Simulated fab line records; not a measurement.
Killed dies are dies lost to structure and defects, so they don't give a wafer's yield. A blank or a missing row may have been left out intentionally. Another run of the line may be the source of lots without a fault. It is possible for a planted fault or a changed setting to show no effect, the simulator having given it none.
The tool behind it: which one?    flow sky130    15 lots with 45 wafers sampled at 4 steps, on a route of 708 steps

WHAT THE GAUGES READ, wafer by wafer
SKY_LI_CONTACT_CD_MEAS_12: the cd target is 170 nm. Usual: cd nm 170.0 nm, standard deviation 1.5.
lot   measured      on         cd nm (nm)         flag
L776  day 29 16:47  cd sem-01  168.6 169.6 170.8  
L777  day 30 06:38  cd sem-01  167.5 167.6 169.0  
L778  day 31 14:37  cd sem-02  172.2 170.7 171.2  
L779  day 31 15:53  cd sem-02  169.7 169.8 169.5  
L780  day 31 15:58  cd sem-01  170.3 170.7 169.8  
L781  day 31 16:39  cd sem-01  170.0 170.2 170.0  
L782  day 31 22:45  cd sem-02  169.4 167.5 167.5  
L783  day 32 08:14  cd sem-02  170.7 172.1 170.2  
L785  day 33 08:32  cd sem-02  169.2 170.3 168.3  
L788  day 33 17:47  cd sem-01  171.0 171.5 172.0  
L789  day 34 14:33  cd sem-02  171.1 172.7 171.4  
L790  day 34 22:15  cd sem-01  169.7 171.4 170.8  
L791  day 35 04:11  cd sem-02  169.0 169.8 169.9  
L795  day 36 00:44  cd sem-01  169.2 169.0 168.1  
L796  day 38 08:46  cd sem-01  173.2 173.6 172.7  

SKY_LOCAL_INTERCONNECT_CD_MEAS_11: the cd target is 170 nm. Usual: cd nm 169.7 nm, standard deviation 1.3.
lot   measured      on         cd nm (nm)         flag
L776  day 30 22:44  cd sem-02  170.6 169.9 171.1  
L777  day 31 12:23  cd sem-02  169.3 169.8 169.6  
L778  day 32 19:28  cd sem-01  169.3 169.5 170.5  
L779  day 32 20:11  cd sem-01  171.0 168.7 170.1  
L780  day 32 20:29  cd sem-02  169.4 169.2 169.6  
L781  day 32 21:28  cd sem-01  170.2 170.8 171.5  
L782  day 33 03:22  cd sem-02  170.2 170.6 169.5  
L783  day 33 12:20  cd sem-01  167.4 169.0 167.5  
L785  day 34 12:41  cd sem-02  169.6 167.5 165.9  
L791  day 36 07:08  cd sem-01  170.4 170.5 169.2  
L795  day 37 03:29  cd sem-01  169.4 168.6 169.3  
L796  day 39 11:08  cd sem-02  167.5 168.9 167.4  

WHICH TOOL RAN EACH LOT (tool, then ch and the chambers of the sampled wafers, then the start)
lot   SKY_SD_P_STRIP_10                     SKY_SD_N_STRIP_11
L776  plasma asher-02 ch 0,1, day 25 23:35  plasma asher-03 ch 0,1, day 28 11:05
L777  plasma asher-03 ch 0,1, day 26 14:23  plasma asher-02 ch 0,1, day 29 01:25
L778  plasma asher-03 ch 0,1, day 28 00:07  plasma asher-04 ch 0,1, day 30 09:15
L779  plasma asher-02 ch 0,1, day 28 00:16  plasma asher-03 ch 0,1, day 30 10:15
L780  plasma asher-01 ch 0, day 28 01:23    plasma asher-04 ch 1, day 30 10:19
L781  plasma asher-03 ch 0,1, day 28 02:00  plasma asher-04 ch 0,1, day 30 11:27
L782  plasma asher-01 ch 0,1, day 28 09:12  plasma asher-02 ch 0,1, day 30 18:00
L783  plasma asher-01 ch 0,1, day 28 17:35  plasma asher-03 ch 0,1, day 31 03:34
L785  plasma asher-01 ch 0,1, day 29 21:14  plasma asher-04 ch 0,1, day 32 05:16
L788  plasma asher-03 ch 0,1, day 30 06:32  plasma asher-04 ch 0,1, day 32 14:05
L789  plasma asher-01 ch 0,1, day 31 04:31  plasma asher-02 ch 0,1, day 33 10:35
L790  plasma asher-03 ch 0,1, day 31 12:17  plasma asher-04 ch 0,1, day 33 18:28
L791  plasma asher-02 ch 1, day 31 17:05    plasma asher-02 ch 0,1, day 34 00:25
L795  plasma asher-02 ch 0,1, day 32 15:17  plasma asher-03 ch 0,1, day 34 21:13
L796  plasma asher-02 ch 0,1, day 35 00:37  plasma asher-04 ch 0,1, day 37 05:01
- SKY_SD_P_STRIP_10: strips in O2/N2.
- SKY_SD_N_STRIP_11: strips in O2/N2.

AS READ BY THE TOOLS THEMSELVES (means over the sampled wafers that have a number; for cases with no such wafer, the mark the record gives instead)
SKY_SD_P_STRIP_10. Usual: chamber pressure mTorr 1500.2 mTorr, standard deviation 1.3; drypump motor current A 6.0 A, standard deviation 0.34; oes product au 0.618 a.u., standard deviation 0.0044; strip time to endpoint s 17.50 s, standard deviation 0.037.
lot   tool             chamber pressure mTorr (mTorr)  drypump motor current A (A)  oes product au (a.u.)  strip time to endpoint s (s)  flag
L776  plasma asher-02  1499.1                          6.2                          0.617                  17.54                         
L777  plasma asher-03  1500.8                          5.8                          0.617                  17.49                         
L778  plasma asher-03  1499.9                          6.1                          0.614                  17.44                         
L779  plasma asher-02  1499.4                          6.2                          0.616                  17.50                         
L780  plasma asher-01  1500.5                          6.3                          0.616                  17.55                         
L781  plasma asher-03  1500.3                          5.8                          0.616                  17.49                         
L782  plasma asher-01  1501.5                          5.9                          0.622                  17.45                         
L783  plasma asher-01  1499.7                          6.1                          0.622                  17.45                         
L785  plasma asher-01  1499.7                          6.1                          0.616                  17.49                         
L788  plasma asher-03  1500.5                          5.7                          0.620                  17.49                         
L789  plasma asher-01  1499.9                          6.0                          0.616                  17.50                         
L790  plasma asher-03  1500.2                          6.1                          0.616                  17.49                         
L791  plasma asher-02  1499.5                          6.2                          0.620                  17.49                         
L795  plasma asher-02  1499.7                          6.2                          0.616                  17.49                         
L796  plasma asher-02  1500.4                          6.2                          0.615                  17.54                         

SKY_SD_N_STRIP_11. Usual: chamber pressure mTorr 1500.0 mTorr, standard deviation 1.4; drypump motor current A 5.8 A, standard deviation 0.48; oes product au 0.528 a.u., standard deviation 0.0045; strip time to endpoint s 22.57 s, standard deviation 0.046.
lot   tool             chamber pressure mTorr (mTorr)  drypump motor current A (A)  oes product au (a.u.)  strip time to endpoint s (s)  flag
L776  plasma asher-03  1500.8                          5.7                          0.527                  22.48                         
L777  plasma asher-02  1499.2                          6.2                          0.528                  22.48                         
L778  plasma asher-04  1500.3                          5.4                          0.527                  22.51                         
L779  plasma asher-03  1502.3                          5.8                          0.529                  22.56                         
L780  plasma asher-04  1499.4                          5.6                          0.525                  22.54                         
L781  plasma asher-04  1500.1                          5.3                          0.529                  22.61                         
L782  plasma asher-02  1499.6                          6.2                          0.527                  22.55                         
L783  plasma asher-03  1500.0                          6.1                          0.528                  22.59                         
L785  plasma asher-04  1500.6                          5.3                          0.528                  22.58                         
L788  plasma asher-04  -                               -                            -                      -                             OFF
L789  plasma asher-02  -                               -                            -                      -                             OFF
L790  plasma asher-04  -                               -                            -                      -                             OFF
L791  plasma asher-02  1500.7                          6.2                          0.526                  22.58                         
L795  plasma asher-03  1500.7                          5.7                          0.524                  22.61                         
L796  plasma asher-04  1500.9                          5.3                          0.531                  22.56                         

THE ANSWER, worked out from the rows above alone
Rule: a lot counts as off when the mean over its wafers that have a number is more than 3 standard deviations away from the usual mean. Also off: a lot with no number at a reading for which 4 or more lots have one. The other lots that the step has rows for count as sound. First the gauges in route order, then the tools' own readings, where a lot's mean is used as printed above. The first step at which some lot is off is used, and at that step the reading that is off furthest; a lot without a number counts as furthest.
Off: L788, L789, L790 (SKY_SD_N_STRIP_11, chamber pressure mTorr). Without a number there: L788, L789, L790.
If a tool, at that step or one of the process steps before it, ran each lot that is off and ran no sound lot following the first of them, it fits. Not one of the candidates tried fits.

WHAT WAS PUT IN BY THE SIMULATOR
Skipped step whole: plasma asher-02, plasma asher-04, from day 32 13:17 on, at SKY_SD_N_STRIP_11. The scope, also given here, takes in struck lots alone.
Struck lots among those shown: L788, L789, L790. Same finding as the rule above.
